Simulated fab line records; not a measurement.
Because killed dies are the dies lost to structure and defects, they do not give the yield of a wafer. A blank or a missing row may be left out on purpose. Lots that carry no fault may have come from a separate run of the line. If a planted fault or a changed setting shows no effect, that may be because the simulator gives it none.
Which tool did it? :: flow sky130 :: 7 lots, 21 wafers sampled, at 2 steps of a route of 708

WHAT EACH GAUGE READ, for each wafer
SKY_LDD_LDN_TW_MEAS_13.
lot: L476
measured: day 24 18:10
on: film-metro-04
LDD_LDN_TW: 1446 1450 1458

lot: L478
measured: day 25 10:16
on: film-metro-02
LDD_LDN_TW: 1484 1472 1482

lot: L485
measured: day 27 18:07
on: film-metro-04
LDD_LDN_TW: 1343 1339 1341

lot: L487
measured: day 28 11:46
on: film-metro-01
LDD_LDN_TW: 1478 1481 1481

lot: L492
measured: day 29 22:17
on: film-metro-02
LDD_LDN_TW: 1470 1472 1473

lot: L493
measured: day 30 21:48
on: film-metro-04
LDD_LDN_TW: 1468 1469 1464

lot: L496
measured: day 31 04:48
on: film-metro-04
LDD_LDN_TW: 1466 1464 1475

EACH LOT AND THE TOOL THAT RAN IT (in order: tool; ch and the chambers of the sampled wafers; start)
lot: L476
SKY_LDD_LDN_IMPLANT_10: implanter-03 ch 0, day 24 17:47

lot: L478
SKY_LDD_LDN_IMPLANT_10: implanter-01 ch 0, day 25 09:52

lot: L485
SKY_LDD_LDN_IMPLANT_10: implanter-01, day 27 17:43

lot: L487
SKY_LDD_LDN_IMPLANT_10: implanter-01 ch 0, day 28 11:22

lot: L492
SKY_LDD_LDN_IMPLANT_10: implanter-01 ch 0, day 29 21:56

lot: L493
SKY_LDD_LDN_IMPLANT_10: implanter-03 ch 0, day 30 21:26

lot: L496
SKY_LDD_LDN_IMPLANT_10: implanter-04 ch 0, day 31 04:24
- SKY_LDD_LDN_IMPLANT_10

THE ANSWER, worked out from the rows above alone
Rule: the usual values come from the lots themselves. Put in order of their means at a reading, lots are off if they are a third of the lots or fewer, leave a main group of 4 or more, and stand apart from it by a gap of 3 or more times the standard deviation of the main group's means; of several such gaps the widest counts. A main group whose means are all the same, to the digits that the tables above print for the reading, isn't used. Also off: a lot with no number at a reading for which 4 or more lots have one. Where the step has rows for the other lots, those lots are counted as sound.
Off: L485, seen at SKY_LDD_LDN_TW_MEAS_13 (LDD_LDN_TW). The main group: mean 1470, standard deviation 9.6.
A tool fits if, at a process step before that reading, it ran every lot that is off, and no sound lot after the first of them. Those tools and the gauges at SKY_LDD_LDN_TW_MEAS_13 are tried in the same way. Not one of the candidates tried fits.

WHAT HAD BEEN PUT IN BY THE SIMULATOR
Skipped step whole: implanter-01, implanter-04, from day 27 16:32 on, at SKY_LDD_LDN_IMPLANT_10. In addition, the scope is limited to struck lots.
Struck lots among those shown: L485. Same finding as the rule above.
